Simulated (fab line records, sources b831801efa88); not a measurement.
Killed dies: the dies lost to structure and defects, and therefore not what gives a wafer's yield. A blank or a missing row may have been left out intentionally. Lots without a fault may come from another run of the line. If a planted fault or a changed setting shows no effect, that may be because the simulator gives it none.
What tool caused it? :: flow sky130 :: 6 lots with 18 wafers sampled at 4 steps, on a route of 708 steps

WHAT EACH GAUGE READ, for each wafer
SKY_VIA1_THK_MEAS_01.
lot: L328
measured: day 33 21:49
on: film-metro-03
VIA1_HDPCVD_THK (nm): 1030 1047 1036

lot: L329
measured: day 34 02:46
on: film-metro-04
VIA1_HDPCVD_THK (nm): 1023 1040 1045

lot: L332
measured: day 35 09:01
on: film-metro-03
VIA1_HDPCVD_THK (nm): 1036 1037 1041

lot: L334
measured: day 35 16:37
on: film-metro-03
VIA1_HDPCVD_THK (nm): 1028 1049 1026

lot: L341
measured: day 38 01:16
on: film-metro-03
VIA1_HDPCVD_THK (nm): 1044 1045 1032

lot: L346
measured: day 39 13:49
on: film-metro-04
VIA1_HDPCVD_THK (nm): 1052 1030 1037

TOOL THAT RAN EACH LOT (tool first, then ch and the chambers of the sampled wafers, then the start)
lot: L328
SKY_CONTACT_ETCH_17: rie-diel-04 ch 0,1, day 32 17:04
SKY_CONTACT_STRIP_19: plasma-asher-01 ch 0,1, day 32 17:10
SKY_VIA1_HDPCVD_00: hdpcvd-01 ch 0,2, day 33 21:43

lot: L329
SKY_CONTACT_ETCH_17: rie-diel-04 ch 1,2,3, day 32 20:46
SKY_CONTACT_STRIP_19: plasma-asher-03 ch 0,1, day 32 20:52
SKY_VIA1_HDPCVD_00: hdpcvd-02 ch 0,1,2, day 34 02:38

lot: L332
SKY_CONTACT_ETCH_17: rie-diel-03 ch 1,3, day 34 03:46
SKY_CONTACT_STRIP_19: plasma-asher-02 ch 0,1, day 34 03:52
SKY_VIA1_HDPCVD_00: hdpcvd-01 ch 0,1,2, day 35 08:55

lot: L334
SKY_CONTACT_ETCH_17: rie-diel-03 ch 1,3, day 34 11:40
SKY_CONTACT_STRIP_19: plasma-asher-01 ch 1, day 34 11:46
SKY_VIA1_HDPCVD_00: hdpcvd-02 ch 0,1,2, day 35 16:30

lot: L341
SKY_CONTACT_ETCH_17: rie-diel-02 ch 0,2, day 36 20:55
SKY_CONTACT_STRIP_19: plasma-asher-01 ch 0,1, day 36 21:01
SKY_VIA1_HDPCVD_00: hdpcvd-02 ch 0,1, day 38 01:10

lot: L346
SKY_CONTACT_ETCH_17: rie-diel-02 ch 0,2, day 38 10:46
SKY_CONTACT_STRIP_19: plasma-asher-03 ch 0,1, day 38 10:52
SKY_VIA1_HDPCVD_00: hdpcvd-01 ch 0,1,2, day 39 13:42
- SKY_CONTACT_ETCH_17: etches SiO2 in C4F8/O2/Ar, stops on Si3N4, target depth 340 nm.
- SKY_CONTACT_STRIP_19: strips in O2/N2.
- SKY_VIA1_HDPCVD_00: deposits SiO2, target thk 1030 nm, time 171.7 s.

THE ANSWER, worked out from the rows above alone
Rule: the usual values come from the lots themselves. Put in order of their means at a reading, lots are off if they are a third of the lots or fewer, leave a main group of 4 or more, and stand apart from it by a gap of 3 or more times the standard deviation of the main group's means; of several such gaps the widest counts. If all means in a main group match to the digits the tables above print for the reading, that group is not used. A lot without any number at a reading at which 4 lots or more have one is off too. Any other lot the step has rows for is counted as sound.
Across all readings shown, no lot is off: no conclusion can be drawn from this.

WHAT THE SIMULATOR HAD INSERTED
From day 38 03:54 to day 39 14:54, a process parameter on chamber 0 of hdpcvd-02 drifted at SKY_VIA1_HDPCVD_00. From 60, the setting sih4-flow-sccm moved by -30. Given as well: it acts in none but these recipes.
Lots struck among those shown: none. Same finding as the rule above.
